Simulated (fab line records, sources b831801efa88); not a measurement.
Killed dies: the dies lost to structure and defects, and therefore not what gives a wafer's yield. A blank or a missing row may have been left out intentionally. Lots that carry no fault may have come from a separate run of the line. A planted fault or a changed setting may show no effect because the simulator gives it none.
Which tool was responsible?	flow gf180mcu	13 lots, 39 wafers sampled, at 4 steps of a route of 602

== WHAT EACH GAUGE READ, for each wafer ==
GF_HV_LDD_OVL_MEAS_08.
lot	measured	on	HV_LDD_OVL (nm)
L256	day 10 00:40	overlay-01	-1.1 -0.3 0.7
L258	day 10 15:10	overlay-02	-0.2 0.0 1.7
L259	day 10 21:04	overlay-02	0.0 0.9 1.3
L261	day 11 14:58	overlay-01	-1.7 -1.0 0.5
L262	day 11 18:10	overlay-02	-2.3 -0.1 -1.1
L266	day 12 23:04	overlay-01	212.1 211.7 211.0
L267	day 13 05:29	overlay-02	206.9 208.0 206.1
L268	day 13 15:55	overlay-01	1.5 0.6 0.5
L273	day 15 04:55	overlay-01	-1.3 -0.7 -1.8
L275	day 16 05:49	overlay-02	0.4 1.0 3.1
L276	day 16 07:48	overlay-02	0.0 1.0 -0.6
L277	day 16 20:51	overlay-01	-1.7 -1.1 -1.3
L279	day 17 02:31	overlay-01	2.1 -1.7 -1.2

GF_V4_CD_MEAS_14: target cd 260 nm.
lot	measured	on	cd-nm (nm)
L256	day 24 08:35	cd-sem-02	260.7 258.8 260.0
L258	day 25 10:33	cd-sem-02	259.3 259.9 258.5
L259	day 25 08:38	cd-sem-02	261.3 259.1 260.9
L261	day 26 10:28	cd-sem-01	261.4 261.7 260.7
L262	day 26 11:38	cd-sem-01	262.1 263.4 260.8
L266	day 27 17:05	cd-sem-02	259.9 261.6 261.8
L267	day 27 23:41	cd-sem-01	260.2 259.0 259.3
L268	day 28 09:28	cd-sem-01	261.9 261.1 260.2
L273	day 29 18:41	cd-sem-02	260.3 260.9 259.8
L275	day 30 16:17	cd-sem-01	261.2 260.0 259.8
L276	day 30 18:55	cd-sem-02	257.5 258.1 258.8
L277	day 31 04:17	cd-sem-02	260.4 259.4 259.5
L279	day 31 09:06	cd-sem-01	262.6 261.9 262.7

== WHICH TOOL RAN EACH LOT (tool, then ch and the chambers of the sampled wafers, then the start) ==
lot	GF_HV_LDD_EXPOSE_04	GF_V2_STRIP_18
L256	iline-stepper-02 ch 0, day 9 15:46	plasma-asher-03 ch 0,1, day 20 05:52
L258	iline-stepper-02 ch 0, day 10 06:11	plasma-asher-04 ch 0,1, day 21 01:31
L259	iline-stepper-02 ch 0, day 10 12:07	plasma-asher-01 ch 0,1, day 21 08:39
L261	iline-stepper-02 ch 0, day 11 05:41	plasma-asher-03 ch 0,1, day 22 12:30
L262	iline-stepper-01 ch 0, day 11 08:50	plasma-asher-04 ch 0,1, day 22 12:51
L266	iline-stepper-02 ch 0, day 12 13:30	plasma-asher-03 ch 0,1, day 23 22:36
L267	iline-stepper-02 ch 0, day 12 19:43	plasma-asher-03 ch 0,1, day 24 05:23
L268	iline-stepper-01 ch 0, day 13 05:38	plasma-asher-03 ch 0,1, day 24 15:47
L273	iline-stepper-01 ch 0, day 14 18:01	plasma-asher-03 ch 0,1, day 26 04:52
L275	iline-stepper-01 ch 0, day 15 19:17	plasma-asher-01 ch 0,1, day 27 06:16
L276	iline-stepper-01 ch 0, day 15 20:59	plasma-asher-01 ch 0,1, day 27 07:13
L277	iline-stepper-01 ch 0, day 16 09:58	plasma-asher-04 ch 0,1, day 27 18:48
L279	iline-stepper-01 ch 0, day 16 15:15	plasma-asher-03 ch 0,1, day 28 00:33
- GF_HV_LDD_EXPOSE_04: exposes mask Nplus LV AREA, target cd 400 nm.
- GF_V2_STRIP_18: strips in O2/N2.

== WHAT THE TOOLS THEMSELVES READ (means of the sampled wafers that have a number; where no wafer has one, the mark that the record gives instead) ==
GF_V2_STRIP_18.
lot	tool	drypump-motor-current-A (A)	heater-power-w (W)	oes-product-au (a.u.)
L256	plasma-asher-03	5.8	285	0.593
L258	plasma-asher-04	6.0	347	0.592
L259	plasma-asher-01	6.0	397	0.599
L261	plasma-asher-03	5.4	278	0.594
L262	plasma-asher-04	6.0	341	0.586
L266	plasma-asher-03	5.7	284	0.589
L267	plasma-asher-03	5.7	278	0.597
L268	plasma-asher-03	5.7	279	0.587
L273	plasma-asher-03	5.4	274	0.595
L275	plasma-asher-01	6.0	396	0.591
L276	plasma-asher-01	5.9	371	0.590
L277	plasma-asher-04	5.9	372	0.601
L279	plasma-asher-03	5.7	285	0.593

== THE ANSWER, worked out from the rows above alone ==
Rule: what is usual is taken from the lots themselves. The widest of any qualifying gaps counts: lots, ordered by their means at a reading, are off when they make up no more than a third of the lots, leave a main group of 4 or more, and stand apart from it by 3 or more times the standard deviation of that group's means. If all means in a main group match to the digits the tables above print for the reading, that group is not used. A lot without any number at a reading at which 4 lots or more have one is off too. Any other lot the step has rows for is counted as sound. After the gauges, taken in route order, come the tools' own readings; for these a lot's mean is taken, as printed above. At the first step where some lot is off, the reading lying furthest off is the one used; lots without a number count as furthest.
Off: at GF_HV_LDD_OVL_MEAS_08 (HV_LDD_OVL), L266, L267. Main group: mean -0.1 nm, sd 0.91.
If a tool, at a process step before that reading, ran all the lots that are off and no sound lot after the first of them, it fits. Gauges at GF_HV_LDD_OVL_MEAS_08: tried the same way as those tools. One candidate fits, namely iline-stepper-02 at GF_HV_LDD_EXPOSE_04. Its last sound lot is L261 (day 11 05:41), its first lot that is off L266 (day 12 13:30): a fault that began between those two fits.

== WHAT HAD BEEN PUT IN BY THE SIMULATOR ==
Scanner matching overlay: iline-stepper-02, from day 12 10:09 on, at GF_HV_LDD_EXPOSE_04. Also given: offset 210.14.
Shown lots that were struck: L266, L267. The rule above reached the same finding.
